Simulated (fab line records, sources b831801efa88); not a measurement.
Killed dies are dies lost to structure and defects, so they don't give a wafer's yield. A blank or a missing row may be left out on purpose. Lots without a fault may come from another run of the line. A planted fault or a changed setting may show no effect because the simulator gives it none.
A struck lot beside a sound one | flow sky130 | 32 steps out of a route of 708
Sound: wafers L632.1, L632.2, L632.5. Struck: wafers L643.2, L643.3. (L643.6 of the same lot was not struck and is left out.) The cause comes at the end.
At each step with rows: each side's tool, then ch and its chambers, then its first start. Under that, the readings that differ: sound wafers | struck wafers | difference of the means | sigmas: that difference in standard deviations of wafers without a fault.
alike: readings whose means differ by less than 2 such deviations, and words and numbers that are the same on both sides. not compared: withheld readings, readings that some wafer has no value for, bounds like >300 that may hide the same value, and numbers for which the record gives no deviation and whose values overlap.
The two part at a step that has a row with sigmas, a row that says differs or no value, or rows on one side only. Numbers that don't overlap but have no deviation are shown without sigmas and don't part them. A reading that every wafer of one side lacks parts them only if that side has two wafers or more.

SKY_VIA1_ETCH_15: etches SiO2 in C4F8/O2/Ar, stops on TiN, target depth 351 nm, time 54 s.
  sound on rie_diel-04 ch 2,3, day 34 20:42; struck on rie_diel-04 ch 0,1, day 37 23:24
  alike: oes_product_au
  not compared: rf_hours_counter_h
SKY_VIA1_STRIP_16: strips in O2/N2.
  sound on plasma_asher-01 ch 0,1, day 34 20:44; struck on plasma_asher-01 ch 0,1, day 37 23:26
  reading               | sound             | struck      | difference | sigmas
  oes_product_au (a.u.) | 0.416 0.405 0.413 | 0.415 0.428 | +0.010     | +2
  alike: drypump_motor_current_A, strip_time_to_endpoint_s
  not compared: rf_hours_counter_h
then, 4 steps without rows for these wafers: SKY_VIA1_STRIP_17 (strips in post etch residue remover, time 1200 s); SKY_VIA1_CLEAN_18 (cleans in IPA, time 180 s); SKY_VIA1_CLEAN_19 (cleans in O3/DIW); SKY_VIA1_SPUTTER_20 (material TiN, target thk 20 nm, time 80 s).
SKY_VIA1_CVD_21: deposits W, target thk 270 nm, time 80.902 s.
  sound on cvd_w-02 ch 0,1, day 34 21:24; struck on cvd_w-02 ch 0, day 38 00:06
  alike: heater_power_w
SKY_VIA1_RS_MEAS_22: measures by four-point-probe.
  sound on film_metro-03, day 34 21:29; struck on film_metro-04, day 38 00:13
  alike: VIA1_W_RS
SKY_VIA1_THK_MEAS_23: measures by xrf.
  sound on film_metro-03, day 34 21:37; struck on film_metro-04, day 38 00:20
  alike: VIA1_W_THK
then, 3 steps without rows for these wafers: SKY_VIA1_CMP_24 (polishes, stops on SiO2, t overpolish 15 s, target thk 0 nm); SKY_METAL2_SPUTTER_00 (material Ti, target thk 15 nm, time 10 s); SKY_METAL2_SPUTTER_01 (material TiN, target thk 20 nm, time 16.7 s).
SKY_METAL2_SPUTTER_02: material AlCu, target thk 250 nm, time 13.3 s.
  sound on pvd_sputter-03, day 34 22:01; struck on pvd_sputter-03, day 38 00:43
  reading                                     | sound             | struck      | difference | sigmas
  model.AlCu_of_METAL2_SPUTTER_02.thk_nm (nm) | 255.8 252.3 257.5 | 187.2 189.7 | -66.8      |
  alike: cathode_dc_power_W, throttle_valve_pct
then, 2 steps without rows for these wafers: SKY_METAL2_SPUTTER_03 (material Ti, target thk 5 nm, time 3.3 s); SKY_METAL2_SPUTTER_04 (material TiN, target thk 70 nm, time 58.3 s).
SKY_METAL2_RS_MEAS_05: measures by four-point-probe.
  sound on film_metro-02, day 34 22:07; struck on film_metro-02, day 38 00:50
  reading                 | sound                | struck        | difference | sigmas
  METAL2_ALCU_RS (ohm/sq) | 0.1234 0.1257 0.1228 | 0.1710 0.1688 | +0.0459    | +33
SKY_METAL2_THK_MEAS_06: measures by xrf.
  sound on film_metro-02, day 34 22:14; struck on film_metro-02, day 38 00:57
  reading              | sound             | struck      | difference | sigmas
  METAL2_ALCU_THK (nm) | 254.3 252.1 257.0 | 187.7 189.7 | -65.8      | -23
then, 8 steps without rows for these wafers: SKY_METAL2_DEHYDRATE_07 (time 60 s); SKY_METAL2_HMDS_08 (prime time 60 s); SKY_METAL2_COAT_09 (resist thk 60 nm); SKY_METAL2_COAT_10 (resist thk 450 nm); SKY_METAL2_SOFTBAKE_11 (time 90 s); SKY_METAL2_EXPOSE_12 (exposes mask MM2, target cd 140 nm); SKY_METAL2_PEB_13; SKY_METAL2_DEVELOP_14 (develop time 60 s).
SKY_METAL2_CD_MEAS_15: target cd 140 nm.
  sound on cd_sem-01, day 35 23:51; struck on cd_sem-01, day 39 01:18
  alike: cd_nm
SKY_METAL2_OVL_MEAS_16:
  sound on overlay-02, day 35 23:58; struck on overlay-02, day 39 01:25
  alike: METAL2_OVL
SKY_METAL2_DESCUM_17: chemistry O2, time 8 s.
  sound on rie_metal-04 ch 0,1, day 36 00:00; struck on rie_metal-04 ch 0, day 39 01:27
  alike: drypump_motor_current_A, oes_product_au
  not compared: rf_hours_counter_h
then, 1 step without rows for these wafers: SKY_METAL2_ETCH_18 (etches BARC in N2/H2, stops on SiO2, time 45.9 s, target depth 60 nm).
SKY_METAL2_METAL_ETCH_19: etches the open film in Cl2/BCl3, stops on SiO2, target depth 360 nm, time 78 s.
  sound on rie_metal-04 ch 0,1, day 36 00:06; struck on rie_metal-04 ch 0, day 39 01:40
  reading               | sound             | struck      | difference | sigmas
  oes_product_au (a.u.) | 0.862 0.857 0.844 | 0.801 0.798 | -0.055     | -10
  alike: drypump_motor_current_A, throttle_valve_pct
  not compared: rf_hours_counter_h
SKY_METAL2_STRIP_20: strips in O2/N2.
  sound on plasma_asher-04 ch 0,1, day 36 00:11; struck on plasma_asher-04 ch 0,1, day 39 01:49
  alike: drypump_motor_current_A, oes_product_au, strip_time_to_endpoint_s
  not compared: rf_hours_counter_h
-- the record jumps here: 10 days lie between the struck wafers' starts before and after (it left off in module METAL2 and takes up again in module PAD_OPEN, whose first step shown is number 708 of the route) --
SKY_PAD_OPEN_PROBE_99:
  the record has rows for the struck wafers here (prober-02, day 48 22:07) and none for the sound ones

WHERE THEY PART
First at SKY_VIA1_STRIP_16; last, within this record, at SKY_PAD_OPEN_PROBE_99.

WHY: what the simulator had put in
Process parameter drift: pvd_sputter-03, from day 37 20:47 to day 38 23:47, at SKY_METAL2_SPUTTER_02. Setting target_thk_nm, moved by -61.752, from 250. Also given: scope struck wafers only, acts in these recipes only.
